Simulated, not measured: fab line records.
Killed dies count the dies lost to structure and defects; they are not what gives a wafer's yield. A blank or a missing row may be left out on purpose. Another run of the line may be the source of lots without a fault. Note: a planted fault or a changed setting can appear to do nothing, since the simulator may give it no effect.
2 desks looking at one fault	flow gf180mcu	every desk sees just its own numbers, and what lay behind them comes last

== THE TOOL OWNER'S DESK: krfScanner-02 ==
The tool's own readings at GF_M2_EXPOSE_11 (exposes mask Metal2, target cd 280 nm): means of the sampled wafers that have a number, for each lot that ran on this tool. Marked OUT: a lot whose mean sits more than 4 standard deviations from the usual mean, which makes it out of limits; the brackets give that distance.
Columns: A = exposureDoseMJCm2 at GF_M2_EXPOSE_11, usual 28.001
lot	first seen here	A
L547	day 18 20:08	28.012
L551	day 20 10:01	28.000
L552	day 20 18:08	27.998
L554	day 21 12:44	27.987
L557	day 22 17:13	28.032
L564	day 25 00:05	30.452 (+94) OUT
L565	day 25 06:17	30.468 (+95) OUT
This desk's verdict: out of limits on L564, L565, starting with L564 at day 25 00:05 (exposureDoseMJCm2 at GF_M2_EXPOSE_11). In limits: L547, L551, L552, L554, L557.

== AT THE METROLOGY DESK ==
What the gauges read for every lot (on any tool): the sampled wafers with a number, averaged. Marked OUT: a lot whose mean sits more than 4 standard deviations from the usual mean, which makes it out of limits; the brackets give that distance.
Columns: A = cdNm at GF_V1_CD_MEAS_14, usual 260.1 nm; B = cdNm at GF_M2_CD_MEAS_14, usual 280.0 nm
lot	first seen here	A	B
L547	day 18 06:20	259.2	278.4
L548	day 18 12:50	261.4	282.0
L550	day 19 14:13	259.9	279.0
L551	day 19 20:17	259.4	280.7
L552	day 20 04:38	261.4	280.0
L554	day 20 23:05	258.3	279.0
L557	day 22 04:08	258.3	281.9
L564	day 24 11:18	259.1	266.4 (-10) OUT
L565	day 24 15:35	258.2	267.9 (-9.3) OUT
L567	day 25 11:42	261.2	278.0
L568	day 25 22:11	258.8	278.0
L569	day 25 23:37	258.6	280.5
This desk's verdict: out of limits on L564, L565, starting with L564 at day 25 10:31 (cdNm at GF_M2_CD_MEAS_14). In limits: L547, L548, L550, L551, L552, L554, L557, L567, L568, L569.

== PUT TOGETHER ==
The tool owner's desk had the chance to raise an alarm at day 25 00:05 on L564, L565.
An alarm was possible from the metrology desk at day 25 10:31, on L564, L565.
Of the lots named, all ran GF_M2_EXPOSE_11 on krfScanner-02.

== WHAT THE SIMULATOR HAD INSERTED ==
Process parameters drifting: krfScanner-02 at GF_M2_EXPOSE_11, beginning at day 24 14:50. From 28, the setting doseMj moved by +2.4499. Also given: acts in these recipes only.
Lots struck among those shown: L564, L565.
Delay (hours) between the fault's onset and each desk's first out-of-limits reading: 9 at the tool owner's desk, 20 at the metrology desk.
